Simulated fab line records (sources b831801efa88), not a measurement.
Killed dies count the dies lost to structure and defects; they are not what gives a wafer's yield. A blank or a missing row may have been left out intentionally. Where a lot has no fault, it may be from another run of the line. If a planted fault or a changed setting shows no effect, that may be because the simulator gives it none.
The tool behind it: which one?	flow sky130	Sampling: 10 lots, 30 wafers, 5 of 708 route steps

== WHAT EACH GAUGE READ, for each wafer ==
SKY_PASSIVATION_THK_MEAS_03. Usual: PASSIVATION_CVD_02_THK gives 538 nm (standard deviation 6.8).
lot	measured	on	PASSIVATION_CVD_02_THK (nm)	flag
L998	day 44 15:32	filmMetro-01	523 537 536	
L100	day 44 18:28	filmMetro-02	540 551 545	
L101	day 45 06:56	filmMetro-02	533 545 549	
L103	day 45 13:58	filmMetro-01	532 548 544	
L104	day 45 19:32	filmMetro-01	535 539 537	
L105	day 46 01:34	filmMetro-03	537 530 538	
L106	day 46 13:44	filmMetro-03	535 552 554	
L112	day 47 18:09	filmMetro-01	548 572 547	
L115	day 48 08:05	filmMetro-03	530 553 568	
L118	day 48 22:07	filmMetro-03	529 534 541	

== TOOL THAT RAN EACH LOT (tool first, then ch and the chambers of the sampled wafers, then the start) ==
lot	SKY_METAL2_ETCH_18	SKY_VIA2_ETCH_14	SKY_CAPM_STRIP_14	SKY_PASSIVATION_CVD_02
L998	rieMetal-01 ch 0,1, day 35 23:26	rieDiel-03 ch 0,1,2, day 37 02:58	plasmaAsher-01 ch 0,1, day 38 06:56	pecvd-02 ch 0, day 44 14:52
L100	rieMetal-04 ch 0,1, day 36 07:50	rieDiel-03 ch 0,1, day 37 10:40	plasmaAsher-02 ch 0,1, day 38 13:16	pecvd-01 ch 2, day 44 18:07
L101	rieMetal-03 ch 1, day 36 20:37	rieDiel-03 ch 1,2, day 37 23:18	plasmaAsher-02 ch 0,1, day 39 02:08	pecvd-01 ch 1,2, day 45 06:43
L103	rieMetal-03 ch 0,1, day 37 06:07	rieDiel-04 ch 2,3, day 38 08:13	plasmaAsher-04 ch 0,1, day 39 10:13	pecvd-02 ch 0,2, day 45 13:43
L104	rieMetal-04 ch 0,1, day 37 10:15	rieDiel-03 ch 0,2, day 38 13:00	plasmaAsher-01 ch 0,1, day 39 15:14	pecvd-03 ch 1,2, day 45 19:18
L105	rieMetal-04 ch 0,1, day 37 17:22	rieDiel-02 ch 0,1,3, day 38 20:39	plasmaAsher-04 ch 0,1, day 39 22:01	pecvd-01 ch 0,1,2, day 46 01:21
L106	rieMetal-04 ch 0,1, day 38 04:49	rieDiel-04 ch 0,2,3, day 39 07:29	plasmaAsher-01 ch 0,1, day 40 09:29	pecvd-02 ch 0,1,2, day 46 13:31
L112	rieMetal-01 ch 1, day 39 18:01	rieDiel-03 ch 0,2,3, day 40 19:56	plasmaAsher-02 ch 1, day 41 20:56	pecvd-02 ch 0,1,2, day 47 17:55
L115	rieMetal-03 ch 0,1, day 40 08:01	rieDiel-04 ch 0,1,3, day 41 09:20	plasmaAsher-04 ch 0,1, day 42 10:41	pecvd-02 ch 0,1,2, day 48 07:52
L118	rieMetal-04 ch 0,1, day 41 06:15	rieDiel-02 ch 0,1,2, day 42 06:54	plasmaAsher-01 ch 0,1, day 43 08:34	pecvd-03 ch 1,2, day 48 21:52
- SKY_METAL2_ETCH_18: etches BARC in N2/H2, stops on SiO2, time 45.9 s, target depth 60 nm.
- SKY_VIA2_ETCH_14: etches BARC in N2/H2, stops on SiO2, time 45.9 s, target depth 60 nm.
- SKY_CAPM_STRIP_14: strips in O2/N2.
- SKY_PASSIVATION_CVD_02: deposits Si3N4, target thk 540 nm.

== WHAT THE TOOLS THEMSELVES READ (means of the sampled wafers that have a number; where no wafer has one, the mark that the record gives instead) ==
SKY_METAL2_ETCH_18. Usual: drypumpMotorCurrentA 5.8 A, standard deviation 0.39; h2FlowSccm 200.1 sccm, standard deviation 0.55; n2FlowSccm 100.02 sccm, standard deviation 0.3; oesProductAu 0.856 a.u., standard deviation 0.0049; throttleValvePct 13.226 %, standard deviation 0.0091.
lot	tool	drypumpMotorCurrentA (A)	h2FlowSccm (sccm)	n2FlowSccm (sccm)	oesProductAu (a.u.)	throttleValvePct (%)	flag
L998	rieMetal-01	6.0	200.6	100.00	0.853	13.217	
L100	rieMetal-04	5.3	200.2	100.03	0.858	13.230	
L101	rieMetal-03	6.2	200.0	100.02	0.852	13.213	
L103	rieMetal-03	5.9	200.0	100.05	0.854	13.225	
L104	rieMetal-04	5.3	200.8	100.02	0.857	13.223	
L105	rieMetal-04	5.2	200.0	100.02	0.857	13.226	
L106	rieMetal-04	5.4	200.3	100.07	0.851	13.224	
L112	rieMetal-01	6.1	199.9	100.17	0.854	13.234	
L115	rieMetal-03	5.7	200.7	99.54	0.857	13.222	
L118	rieMetal-04	5.4	199.4	99.98	0.855	13.224	

SKY_VIA2_ETCH_14. Usual: drypumpMotorCurrentA 5.4 A, standard deviation 0.33; h2FlowSccm 200.0 sccm, standard deviation 0.54; n2FlowSccm 99.9 sccm, standard deviation 0.31; oesProductAu 0.854 a.u., standard deviation 0.005; throttleValvePct 13.226 %, standard deviation 0.0083.
lot	tool	drypumpMotorCurrentA (A)	h2FlowSccm (sccm)	n2FlowSccm (sccm)	oesProductAu (a.u.)	throttleValvePct (%)	flag
L998	rieDiel-03	5.6	200.0	100.0	0.854	13.225	
L100	rieDiel-03	5.8	199.4	99.8	0.850	13.223	
L101	rieDiel-03	5.4	199.7	99.8	0.855	13.223	
L103	rieDiel-04	5.1	200.0	99.8	0.854	13.226	
L104	rieDiel-03	5.5	200.2	100.0	0.850	13.225	
L105	rieDiel-02	5.6	199.7	100.1	0.852	13.231	
L106	rieDiel-04	5.3	200.2	100.0	0.854	13.233	
L112	rieDiel-03	5.6	200.1	99.9	0.855	13.223	
L115	rieDiel-04	5.2	200.6	100.0	0.852	13.219	
L118	rieDiel-02	5.2	200.3	100.2	0.859	13.225	

SKY_CAPM_STRIP_14. Usual: drypumpMotorCurrentA 5.7 A, standard deviation 0.39; n2FlowSccm 300.1 sccm, standard deviation 0.95; oesProductAu 0.710 a.u., standard deviation 0.0043; stripTimeToEndpointS 12.64 s, standard deviation 0.039.
lot	tool	drypumpMotorCurrentA (A)	n2FlowSccm (sccm)	oesProductAu (a.u.)	stripTimeToEndpointS (s)	flag
L998	plasmaAsher-01	5.8	300.0	0.713	12.57	
L100	plasmaAsher-02	5.6	300.2	0.711	12.65	
L101	plasmaAsher-02	6.0	299.4	0.709	12.65	
L103	plasmaAsher-04	5.4	300.2	0.709	12.63	
L104	plasmaAsher-01	5.7	300.4	0.710	12.68	
L105	plasmaAsher-04	5.5	299.9	0.706	12.64	
L106	plasmaAsher-01	5.7	301.3	0.710	12.63	
L112	plasmaAsher-02	5.2	300.5	0.706	12.59	
L115	plasmaAsher-04	5.5	299.5	0.709	12.63	
L118	plasmaAsher-01	5.7	300.1	0.710	12.67	

SKY_PASSIVATION_CVD_02. Usual: heaterPowerW reads 666 W (standard deviation 63).
lot	tool	heaterPowerW (W)	flag
L998	pecvd-02	682	
L100	pecvd-01	730	
L101	pecvd-01	716	
L103	pecvd-02	706	
L104	pecvd-03	664	
L105	pecvd-01	651	
L106	pecvd-02	674	
L112	pecvd-02	715	
L115	pecvd-02	679	
L118	pecvd-03	607	

== THE ANSWER, worked out from the rows above alone ==
Rule: take the mean of a lot's wafers that have a number; if it is more than 3 standard deviations from the usual mean, the lot is off. Also off: a lot with no number at a reading for which 4 or more lots have one. Any other lot the step has rows for is counted as sound. The gauges are gone through in route order, then the tools' own readings, and for those a lot's mean is taken as printed above. At the first step where some lot is off, the reading lying furthest off is the one used; lots without a number count as furthest.
No lot is off on any of the readings shown, so nothing can be concluded from this.

== WHAT THE SIMULATOR HAD PUT IN ==
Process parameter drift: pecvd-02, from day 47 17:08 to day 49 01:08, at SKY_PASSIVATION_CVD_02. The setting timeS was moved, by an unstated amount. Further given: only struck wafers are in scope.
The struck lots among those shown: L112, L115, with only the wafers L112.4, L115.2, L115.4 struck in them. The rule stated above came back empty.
